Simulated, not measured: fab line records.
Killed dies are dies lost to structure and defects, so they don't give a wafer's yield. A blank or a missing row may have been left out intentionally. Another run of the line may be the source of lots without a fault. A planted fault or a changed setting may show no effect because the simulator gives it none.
The tool behind it: which one? -- flow sky130 -- 36 wafers from 12 lots sampled at 5 of the route's 708 steps

WHAT THE GAUGES READ, wafer by wafer
Not one reading of a measure or inspect step in the record can be checked against a usual standard deviation.

WHAT TOOL EACH LOT RAN ON (gives the tool, then ch and the chambers of the sampled wafers, and finally the start)
lot,SKY_VIA1_CMP_02,SKY_METAL3_ETCH_17,SKY_METAL3_STRIP_19,SKY_METAL5_SPUTTER_04,SKY_PAD_OPEN_PROBE_99
L913,"cmp-01 ch 1,2, day 33 09:28","rieDiel-04 ch 0,2,3, day 39 01:31","plasmaAsher-04 ch 0,1, day 39 01:43","pvdSputter-01, day 43 08:29","prober-01, day 46 07:27"
L914,"cmp-01 ch 2,3, day 34 04:17","rieDiel-03 ch 0,1,3, day 39 19:42","plasmaAsher-04 ch 0, day 39 19:54","pvdSputter-01, day 44 10:52",-
L918,"cmp-02 ch 0,1, day 34 21:46","rieDiel-02 ch 0,1,3, day 40 10:25","plasmaAsher-04 ch 0,1, day 40 10:37","pvdSputter-03, day 44 14:35","prober-01, day 47 08:14"
L919,"cmp-02 ch 0,1,3, day 35 01:17","rieDiel-04 ch 1,2,3, day 40 15:10","plasmaAsher-03 ch 0,1, day 40 15:22","pvdSputter-04, day 44 18:41","prober-02, day 47 11:48"
L917,"cmp-01 ch 1,2, day 35 03:52","rieDiel-02 ch 0,1,3, day 40 18:04","plasmaAsher-03 ch 0,1, day 40 18:16","pvdSputter-03, day 44 23:35","prober-01, day 47 22:50"
L920,"cmp-02 ch 0,2, day 35 09:53","rieDiel-02 ch 0,1,3, day 40 22:36","plasmaAsher-04 ch 0,1, day 40 22:50","pvdSputter-01, day 45 02:05","prober-02, day 47 23:10"
L922,"cmp-02 ch 0,1,3, day 36 06:28","rieDiel-03 ch 0,1,3, day 41 17:58","plasmaAsher-04 ch 0,1, day 41 18:10","pvdSputter-04, day 45 19:59","prober-02, day 48 09:58"
L924,"cmp-01 ch 0,1,2, day 36 21:01","rieDiel-04 ch 0,1,2, day 42 06:10","plasmaAsher-02 ch 0,1, day 42 06:22","pvdSputter-03, day 46 12:13","prober-02, day 49 02:40"
L927,"cmp-01 ch 0,1,3, day 37 19:08","rieDiel-04 ch 0,2,3, day 43 05:25","plasmaAsher-03 ch 0,1, day 43 05:37","pvdSputter-04, day 47 06:51",-
L928,"cmp-01 ch 0,1, day 37 23:18","rieDiel-02 ch 0,3, day 43 07:25","plasmaAsher-02 ch 0,1, day 43 07:37","pvdSputter-03, day 47 08:56",-
L929,"cmp-01 ch 1,3, day 38 09:14","rieDiel-02 ch 1,2, day 43 13:57","plasmaAsher-02 ch 0,1, day 43 14:09","pvdSputter-04, day 47 11:20","prober-01, day 49 21:48"
L930,"cmp-01 ch 0,1, day 38 09:46","rieDiel-02 ch 0,1, day 43 15:04","plasmaAsher-03 ch 0,1, day 43 15:18","pvdSputter-03, day 47 13:36","prober-02, day 50 00:11"
- SKY_VIA1_CMP_02: polishes SiO2.
- SKY_METAL3_ETCH_17: etches SiO2 in C4F8/O2/Ar, stops on TiN, time 3.9 s, target depth 15 nm.
- SKY_METAL3_STRIP_19: strips in O2/N2.
- SKY_METAL5_SPUTTER_04: material TiN, target thk 70 nm, time 58.3 s.
- SKY_PAD_OPEN_PROBE_99

WHAT THE TOOLS THEMSELVES READ (means of the sampled wafers that have a number; where no wafer has one, the mark that the record gives instead)
SKY_VIA1_CMP_02.
lot,tool,motorCurrentA (A)
L913,cmp-01,11.7
L914,cmp-01,12.5
L918,cmp-02,11.6
L919,cmp-02,12.0
L917,cmp-01,11.9
L920,cmp-02,12.5
L922,cmp-02,12.6
L924,cmp-01,12.2
L927,cmp-01,12.1
L928,cmp-01,12.0
L929,cmp-01,11.7
L930,cmp-01,11.7

SKY_METAL3_ETCH_17.
lot,tool,biasW (W),oesProductAu (a.u.)
L913,rieDiel-04,1202,0.761
L914,rieDiel-03,1203,0.753
L918,rieDiel-02,1196,0.757
L919,rieDiel-04,1201,0.750
L917,rieDiel-02,1202,0.756
L920,rieDiel-02,1198,0.754
L922,rieDiel-03,1202,0.751
L924,rieDiel-04,1200,0.761
L927,rieDiel-04,1200,0.751
L928,rieDiel-02,1198,0.761
L929,rieDiel-02,1199,0.750
L930,rieDiel-02,1203,0.764

SKY_METAL3_STRIP_19.
lot,tool,drypumpMotorCurrentA (A),o2FlowSccm (sccm),oesProductAu (a.u.),stripTimeToEndpointS (s)
L913,plasmaAsher-04,5.5,2989,0.499,6.38
L914,plasmaAsher-04,5.4,2994,0.500,6.48
L918,plasmaAsher-04,5.7,3009,0.502,6.54
L919,plasmaAsher-03,5.9,3005,0.500,6.40
L917,plasmaAsher-03,5.6,3008,0.501,6.47
L920,plasmaAsher-04,5.7,3006,0.499,6.42
L922,plasmaAsher-04,5.7,2993,0.499,6.47
L924,plasmaAsher-02,5.0,3002,0.501,6.47
L927,plasmaAsher-03,5.6,3006,0.499,6.46
L928,plasmaAsher-02,5.2,3002,0.499,6.46
L929,plasmaAsher-02,5.0,3002,0.501,6.51
L930,plasmaAsher-03,5.6,3009,0.499,6.53

SKY_METAL5_SPUTTER_04.
lot,tool,throttleValvePct (%)
L913,pvdSputter-01,29.3
L914,pvdSputter-01,30.0
L918,pvdSputter-03,29.9
L919,pvdSputter-04,30.8
L917,pvdSputter-03,29.2
L920,pvdSputter-01,30.3
L922,pvdSputter-04,29.7
L924,pvdSputter-03,29.3
L927,pvdSputter-04,30.7
L928,pvdSputter-03,29.9
L929,pvdSputter-04,30.9
L930,pvdSputter-03,29.3

SKY_PAD_OPEN_PROBE_99.
lot,tool,defectLimitedYield (%),killed_at_M0_to_M3,killed_at_M4_up,killedAtContacts,killedAtFrontEnd,killedAtOther,killedDies,killedOnRim,killedOpen,killedShort,sort_bin_3_pad_short (%),sort_bin_5_function (%),sort_bin_6_memory (%),sortNPass,sortYieldPct (%)
L913,prober-01,82.6,47,3.7,22,12,1.0,85,18,41,44,0.9,9.7,6.8,407,82.6
L918,prober-01,84.2,33,2.0,30,12,0.7,78,13,47,30,0.9,8.2,6.6,414,84.2
L919,prober-02,82.0,44,2.0,26,16,0.3,89,15,48,40,1.1,11.1,5.8,403,82.0
L917,prober-01,81.8,49,2.7,23,14,0.7,89,16,53,37,0.7,11.4,6.0,403,81.8
L920,prober-02,84.3,36,5.0,21,15,0.0,77,16,45,32,0.7,10.1,4.8,415,84.3
L922,prober-02,81.8,46,3.7,25,14,0.7,90,17,49,41,0.9,11.0,6.4,402,81.8
L924,prober-02,81.9,47,3.0,22,16,0.3,89,18,45,43,0.9,10.1,7.1,403,81.9
L929,prober-01,26.9,335,1.3,14,9,0.3,359,72,30,23,6.2,48.9,18.0,133,26.9
L930,prober-02,26.7,336,2.7,14,7,0.0,360,74,26,18,6.6,48.7,17.9,132,26.7

THE ANSWER, worked out from the rows above alone
Rule: the lots themselves supply what counts as usual. Put in order of their means at a reading, lots are off if they are a third of the lots or fewer, leave a main group of 4 or more, and stand apart from it by a gap of 3 or more times the standard deviation of the main group's means; of several such gaps the widest counts. A main group is skipped when, at the precision printed for the reading in the tables above, its means are all equal. Also off: a lot with no number at a reading for which 4 or more lots have one. All remaining lots with rows at the step are treated as sound. After the gauges, taken in route order, come the tools' own readings; for these a lot's mean is taken, as printed above. The first step at which some lot is off is used, and at that step the reading that is off furthest; a lot without a number counts as furthest.
Off at SKY_PAD_OPEN_PROBE_99 (defectLimitedYield): L929, L930. The main group has a mean of 82.7 % with a standard deviation of 1. Neither off nor sound, because the step has no rows for them: L914, L927, L928.
If a tool, at that step or one of the process steps before it, ran each lot that is off and ran no sound lot following the first of them, it fits. This does not decide it: 2 tools fit, namely cmp-01 at SKY_VIA1_CMP_02 and rieDiel-02 at SKY_METAL3_ETCH_17.

WHAT WAS PUT IN BY THE SIMULATOR
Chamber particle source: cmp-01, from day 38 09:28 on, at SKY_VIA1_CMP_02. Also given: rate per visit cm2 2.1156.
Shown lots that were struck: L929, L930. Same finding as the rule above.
